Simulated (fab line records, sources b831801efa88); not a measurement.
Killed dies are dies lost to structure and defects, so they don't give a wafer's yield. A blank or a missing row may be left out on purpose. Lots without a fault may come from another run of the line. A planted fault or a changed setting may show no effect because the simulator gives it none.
A struck lot beside a sound one | flow sky130 | 27 steps out of a route of 708
Sound: wafers L735.2, L735.3, L735.6. Struck: wafers L727.2, L727.3, L727.6. The cause comes at the end.
At each step with rows: each side's tool, then ch and its chambers, then its first start. Under that, the readings that differ: sound wafers | struck wafers | difference of the means | sigmas: that difference in standard deviations of wafers without a fault.
alike: readings whose means differ by less than 2 such deviations, and words and numbers that are the same on both sides. not compared: withheld readings, readings that some wafer has no value for, bounds like >300 that may hide the same value, and numbers for which the record gives no deviation and whose values overlap.
The two part at a step that has a row with sigmas, a row that says differs or no value, or rows on one side only. Numbers that don't overlap but have no deviation are shown without sigmas and don't part them. A reading that every wafer of one side lacks parts them only if that side has two wafers or more.

first, 5 steps without rows for these wafers: SKY_GATE_OXIDE_COAT_05 (resist thk 1140 nm); SKY_GATE_OXIDE_SOFTBAKE_06 (time 60 s); SKY_GATE_OXIDE_EXPOSE_07 (exposes mask LVOM, target cd 600 nm); SKY_GATE_OXIDE_PEB_08; SKY_GATE_OXIDE_DEVELOP_09 (develop time 60 s).
SKY_GATE_OXIDE_OVL_MEAS_10:
  sound on overlay-01, day 21 18:48; struck on overlay-01, day 18 06:28
  alike: GATE_OXIDE_OVL
then, 2 steps without rows for these wafers: SKY_GATE_OXIDE_IMPLANT_11; SKY_GATE_OXIDE_WET_ETCH_12 (etches SiO2 in dHF, target depth 16.8 nm, time 336 s).
SKY_GATE_OXIDE_STRIP_13: strips in O2/N2.
  sound on plasma_asher-03 ch 0,1, day 21 19:05; struck on plasma_asher-03 ch 0,1, day 18 06:51
  alike: drypump_motor_current_A, oes_product_au, strip_time_to_endpoint_s
  not compared: rf_hours_counter_h
SKY_GATE_OXIDE_TW_MEAS_14:
  sound on film_metro-03, day 21 19:12; struck on film_metro-03, day 18 06:58
  alike: GATE_OXIDE_TW
then, 2 steps without rows for these wafers: SKY_GATE_OXIDE_CLEAN_15 (cleans in SC1/SC2, time 150 s); SKY_GATE_OXIDE_OXIDATION_16 (stabilise 600 s, purge 300 s, target thk 3.57 nm).
SKY_POLY_GATE_CVD_00: deposits poly-Si, target thk 180 nm, time 720 s.
  sound on lpcvd-01 ch 1, day 21 20:53; struck on lpcvd-01 ch 0, day 18 09:33
  reading                                       | sound             | struck            | difference | sigmas
  model.poly-Si_of_POLY_GATE_CVD_00.thk_nm (nm) | 178.3 177.7 179.2 | 190.1 190.1 192.4 | +12.5      |
  alike: spike_tc_top_C
SKY_POLY_GATE_THK_MEAS_01:
  sound on film_metro-04, day 21 22:05; struck on film_metro-02, day 18 10:46
  reading                   | sound             | struck            | difference | sigmas
  POLY_GATE_CVD_00_THK (nm) | 178.2 177.8 179.2 | 190.0 190.2 192.4 | +12.5      | +7
then, 8 steps without rows for these wafers: SKY_RES_PROTECT_DEHYDRATE_00 (time 60 s); SKY_RES_PROTECT_HMDS_01 (prime time 60 s); SKY_RES_PROTECT_COAT_02 (resist thk 1140 nm); SKY_RES_PROTECT_SOFTBAKE_03 (time 60 s); SKY_RES_PROTECT_EXPOSE_04 (exposes mask RPM, target cd 1270 nm); SKY_RES_PROTECT_PEB_05; SKY_RES_PROTECT_DEVELOP_06 (develop time 60 s); SKY_POLY_GATE_IMPLANT_02.
SKY_RES_PROTECT_STRIP_07: strips in O2/N2.
  sound on plasma_asher-03 ch 0,1, day 23 03:59; struck on plasma_asher-03 ch 0,1, day 19 17:10
  alike: drypump_motor_current_A, oes_product_au, strip_time_to_endpoint_s
  not compared: rf_hours_counter_h
SKY_RES_PROTECT_TW_MEAS_08:
  sound on film_metro-04, day 23 04:06; struck on film_metro-02, day 19 17:17
  alike: POLY_GATE_TW
SKY_RES_PROTECT_CLEAN_09: cleans in SC1/SC2, time 150 s.
  sound on wet_bench-03 ch 1, day 23 04:09; struck on wet_bench-04 ch 2, day 19 17:20
  reading                                       | sound             | struck            | difference | sigmas
  bath_heat_duty_pct (%)                        | 11.0 10.7 11.1    | 15.3 15.6 13.7    | +3.9       | +2
  model.poly-Si_of_POLY_GATE_CVD_00.thk_nm (nm) | 177.6 177.1 178.6 | 189.5 189.5 191.8 | +12.5      |
  alike: temp_c
then, 1 step without rows for these wafers: SKY_POLY_GATE_CVD_03 (deposits Si3N4 from DCS/NH3, target thk 75 nm, time 1290 s).
-- the record jumps here: 29 days lie between the struck wafers' starts before and after (it left off in module POLY_GATE and takes up again in module PAD_OPEN, whose first step shown is number 708 of the route) --
SKY_PAD_OPEN_PROBE_99:
  sound on prober-02, day 50 17:04; struck on prober-02, day 48 16:46
  reading                        | sound             | struck            | difference | sigmas
  model.etest.res_poly.rs_ohm_sq | 48.19 48.19 48.24 | 45.88 46.55 46.65 | -1.85      |
  alike: killed_at_M0_to_M3, killed_at_M4_up, killed_at_contacts, killed_at_front_end, killed_at_other, killed_dies, killed_open, killed_short

WHERE THEY PART
First at SKY_POLY_GATE_THK_MEAS_01; last, within this record, at SKY_RES_PROTECT_CLEAN_09. Later steps at which nothing parts them and some readings are alike: SKY_PAD_OPEN_PROBE_99.

WHY: what the simulator had put in
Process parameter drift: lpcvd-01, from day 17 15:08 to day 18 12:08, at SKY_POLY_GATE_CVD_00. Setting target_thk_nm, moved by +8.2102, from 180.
